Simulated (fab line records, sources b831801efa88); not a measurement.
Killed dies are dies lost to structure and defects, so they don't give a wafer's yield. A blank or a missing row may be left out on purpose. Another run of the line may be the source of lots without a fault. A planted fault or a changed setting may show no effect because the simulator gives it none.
A single fault, viewed from 2 desks -- flow sky130 -- each desk holds nothing but its own numbers, with what lay behind them at the end

## AT THE TOOL OWNER'S DESK: rie-metal-02
The tool's own readings at SKY_LOCAL_INTERCONNECT_ETCH_13 (etches BARC in N2/H2, stops on SiO2, time 45.9 s, target depth 60 nm): means of the sampled wafers that have a number, for each lot that ran on this tool. Marked OUT: a lot whose mean sits more than 4 standard deviations from the usual mean, which makes it out of limits; the brackets give that distance.
Columns: A = chamber-pressure-mTorr at SKY_LOCAL_INTERCONNECT_ETCH_13, usual 29.999 mTorr; B = drypump-motor-current-A at SKY_LOCAL_INTERCONNECT_ETCH_13, usual 5.57 A; C = oes-product-au at SKY_LOCAL_INTERCONNECT_ETCH_13, usual 0.863 a.u.; D = throttle-valve-pct at SKY_LOCAL_INTERCONNECT_ETCH_13, usual 13.226 %
lot,first seen here,A,B,C,D
L608,day 30 09:07,30.007,5.55,0.863,13.229
L609,day 30 19:18,29.987,5.41,0.865,13.222
L612,day 31 20:52,29.985,5.55,0.865,13.234
L619,day 34 10:43,36.007 (+99 or more) OUT,5.53,0.859,13.225
L620,day 34 15:47,36.005 (+99 or more) OUT,5.43,0.855,13.219
This desk's verdict: out of limits on L619, L620, starting with L619 at day 34 10:43 (chamber-pressure-mTorr at SKY_LOCAL_INTERCONNECT_ETCH_13). L608, L609, L612: within limits.

## FROM THE METROLOGY DESK
Lot by lot, what the gauges showed, no matter which tool ran the lot: averages of those sampled wafers that carry a number. Marked OUT: a lot whose mean sits more than 4 standard deviations from the usual mean, which makes it out of limits; the brackets give that distance.
Columns: A = SD_N_TW at SKY_SD_N_TW_MEAS_12, usual 3970; B = RES_XHIGH_RS at SKY_SD_N_RS_MEAS_18, usual 333.0 ohm/sq
lot,first seen here,A,B
L607,day 27 05:47,3965,334.5
L608,day 27 21:44,3972,332.3
L609,day 28 07:35,4006,332.5
L610,day 28 21:40,3982,332.3
L612,day 29 09:16,3974,333.3
L619,day 32 00:31,3961,332.3
L620,day 32 06:26,3938,333.6
L624,day 33 12:46,3962,332.0
L628,day 34 20:47,3975,331.9
L629,day 35 07:23,4015,333.9
L630,day 35 10:56,3977,332.7
This desk found nothing out of limits on any of the 11 lots.

## PUT TOGETHER
On L619, L620, at day 34 10:43, an alarm was possible from the tool owner's desk.
The metrology desk saw nothing out of limits.
The metrology desk holds a record of L619, L620, inside its limits.
All the named lots went through SKY_LOCAL_INTERCONNECT_ETCH_13 on rie-metal-02.

## WHAT HAD BEEN PUT IN BY THE SIMULATOR
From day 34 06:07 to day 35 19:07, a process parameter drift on rie-metal-02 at SKY_LOCAL_INTERCONNECT_ETCH_13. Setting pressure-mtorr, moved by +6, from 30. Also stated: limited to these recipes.
Lots struck among those shown: L619, L620.
Each desk's first reading out of limits, in hours after the fault started: the tool owner's desk, 5.
